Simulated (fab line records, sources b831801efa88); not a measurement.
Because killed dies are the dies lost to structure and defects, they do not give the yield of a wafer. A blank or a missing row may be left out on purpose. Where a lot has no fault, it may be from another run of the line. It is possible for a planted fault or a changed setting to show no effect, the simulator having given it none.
The tool behind it: which one? + flow gf180mcu + 7 lots, 21 wafers sampled, at 3 steps of a route of 602

## WHAT EACH GAUGE READ, for each wafer
GF_V1_BOW_MEAS_05.
| lot  | measured     | on            | V1_BOW (um) |
|------|--------------|---------------|-------------|
| L609 | day 17 17:32 | film metro-04 | 60 82 74    |
| L611 | day 18 07:25 | film metro-01 | 80 80 63    |
| L614 | day 19 07:06 | film metro-04 | 76 83 81    |
| L620 | day 21 12:46 | film metro-04 | 100 91 90   |
| L626 | day 23 11:50 | film metro-04 | 80 78 61    |
| L629 | day 24 15:32 | film metro-01 | 84 79 88    |
| L631 | day 25 04:17 | film metro-01 | 93 73 82    |

## TOOL THAT RAN EACH LOT (tool first, then ch and the chambers of the sampled wafers, then the start)
| lot  | GF_CONTACT_SPUTTER_22        | GF_V1_CMP_04                  |
|------|------------------------------|-------------------------------|
| L609 | pvd sputter-02, day 16 16:09 | cmp-01 ch 0,2,3, day 17 17:16 |
| L611 | pvd sputter-01, day 17 05:52 | cmp-01 ch 1,2,3, day 18 07:09 |
| L614 | pvd sputter-01, day 18 05:24 | cmp-02 ch 0,1, day 19 06:48   |
| L620 | pvd sputter-01, day 20 10:11 | cmp-01 ch 1,2,3, day 21 12:27 |
| L626 | pvd sputter-02, day 22 10:40 | cmp-02 ch 0,3, day 23 11:31   |
| L629 | pvd sputter-02, day 23 15:23 | cmp-01 ch 2,3, day 24 15:13   |
| L631 | pvd sputter-02, day 24 03:58 | cmp-02 ch 1,2,3, day 25 04:02 |
- GF_CONTACT_SPUTTER_22: material Ti, target thk 15 nm, time 80.02 s.
- GF_V1_CMP_04: polishes SiO2.

## THE ANSWER, worked out from the rows above alone
Rule: usual is defined by the lots themselves. Put in order of their means at a reading, lots are off if they are a third of the lots or fewer, leave a main group of 4 or more, and stand apart from it by a gap of 3 or more times the standard deviation of the main group's means; of several such gaps the widest counts. A main group whose means are all the same, to the digits that the tables above print for the reading, isn't used. Also off: a lot with no number at a reading for which 4 or more lots have one. All remaining lots with rows at the step are treated as sound.
No lot is off at any reading shown: from this, nothing can be told.

## WHAT THE SIMULATOR HAD INSERTED
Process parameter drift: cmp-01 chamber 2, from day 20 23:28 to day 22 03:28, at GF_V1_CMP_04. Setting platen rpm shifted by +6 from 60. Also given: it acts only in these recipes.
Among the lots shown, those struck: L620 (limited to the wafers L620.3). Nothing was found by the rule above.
